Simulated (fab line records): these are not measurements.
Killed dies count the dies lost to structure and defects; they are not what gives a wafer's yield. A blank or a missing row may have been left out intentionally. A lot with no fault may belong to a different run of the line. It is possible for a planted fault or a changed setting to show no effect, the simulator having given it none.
What tool caused it? + flow sky130 + 12 lots, 36 wafers sampled, at 2 steps of a route of 708

WHAT EACH GAUGE READ, for each wafer
SKY_METAL1_RS_MEAS_05: a four-point-probe measurement.
| lot  | measured     | on            | METAL1_ALCU_RS (ohm/sq) |
|------|--------------|---------------|-------------------------|
| L761 | day 32 09:31 | film_metro-03 | 0.1264 0.1284 0.1274    |
| L765 | day 34 00:58 | film_metro-02 | 0.1260 0.1276 0.1278    |
| L766 | day 34 01:09 | film_metro-01 | 0.1272 0.1268 0.1271    |
| L769 | day 35 03:52 | film_metro-03 | 0.1281 0.1269 0.1256    |
| L770 | day 35 15:17 | film_metro-01 | 0.1245 0.1260 0.1249    |
| L774 | day 36 11:06 | film_metro-03 | 0.1256 0.1256 0.1250    |
| L776 | day 37 04:11 | film_metro-03 | 0.1278 0.1285 0.1273    |
| L777 | day 38 00:07 | film_metro-01 | 0.1263 0.1255 0.1253    |
| L780 | day 38 11:38 | film_metro-02 | 0.1273 0.1263 0.1253    |
| L782 | day 38 18:57 | film_metro-02 | 0.1259 0.1261 0.1262    |
| L781 | day 39 01:10 | film_metro-02 | 0.1260 0.1243 0.1240    |
| L783 | day 39 15:04 | film_metro-02 | 0.1307 0.1293 0.1267    |

SKY_VIA1_THK_MEAS_01.
| lot  | measured     | on            | VIA1_HDPCVD_THK (nm) |
|------|--------------|---------------|----------------------|
| L761 | day 33 14:20 | film_metro-03 | 1032 1039 1040       |
| L765 | day 35 05:27 | film_metro-04 | 1025 1029 1027       |
| L766 | day 35 05:38 | film_metro-03 | 1030 1034 1044       |
| L769 | day 36 08:06 | film_metro-03 | 1037 1047 1022       |
| L770 | day 36 19:38 | film_metro-03 | 1019 1024 1025       |
| L774 | day 37 14:49 | film_metro-03 | 1041 1020 1031       |
| L776 | day 38 06:58 | film_metro-01 | 1039 1026 1020       |
| L777 | day 39 02:34 | film_metro-04 | 1027 1025 1025       |
| L780 | day 39 14:05 | film_metro-04 | 1029 1024 1033       |
| L782 | day 39 21:12 | film_metro-01 | 1018 1028 1022       |
| L781 | day 40 03:03 | film_metro-01 | 1014 1025 1032       |
| L783 | day 40 16:45 | film_metro-01 | 1040 1026 1022       |

WHAT TOOL EACH LOT RAN ON (gives the tool, then ch and the chambers of the sampled wafers, and finally the start)
No process step before these readings appears in the record.

AS READ BY THE TOOLS THEMSELVES (means over the sampled wafers that have a number; for cases with no such wafer, the mark the record gives instead)
The record holds no such reading with a usual standard deviation.

THE ANSWER, worked out from the rows above alone
Rule: the lots themselves supply what counts as usual. Put in order of their means at a reading, lots are off if they are a third of the lots or fewer, leave a main group of 4 or more, and stand apart from it by a gap of 3 or more times the standard deviation of the main group's means; of several such gaps the widest counts. The tables above print the reading to a certain number of digits; a main group whose means all agree to those digits is not used. A lot without any number at a reading at which 4 lots or more have one is off too. The other lots that the step has rows for count as sound. After the gauges, taken in route order, come the tools' own readings; for these a lot's mean is taken, as printed above. At the first step where some lot is off, the reading lying furthest off is the one used; lots without a number count as furthest.
No lot is off on any of the readings shown, so nothing can be concluded from this.

WHAT WAS PUT IN BY THE SIMULATOR
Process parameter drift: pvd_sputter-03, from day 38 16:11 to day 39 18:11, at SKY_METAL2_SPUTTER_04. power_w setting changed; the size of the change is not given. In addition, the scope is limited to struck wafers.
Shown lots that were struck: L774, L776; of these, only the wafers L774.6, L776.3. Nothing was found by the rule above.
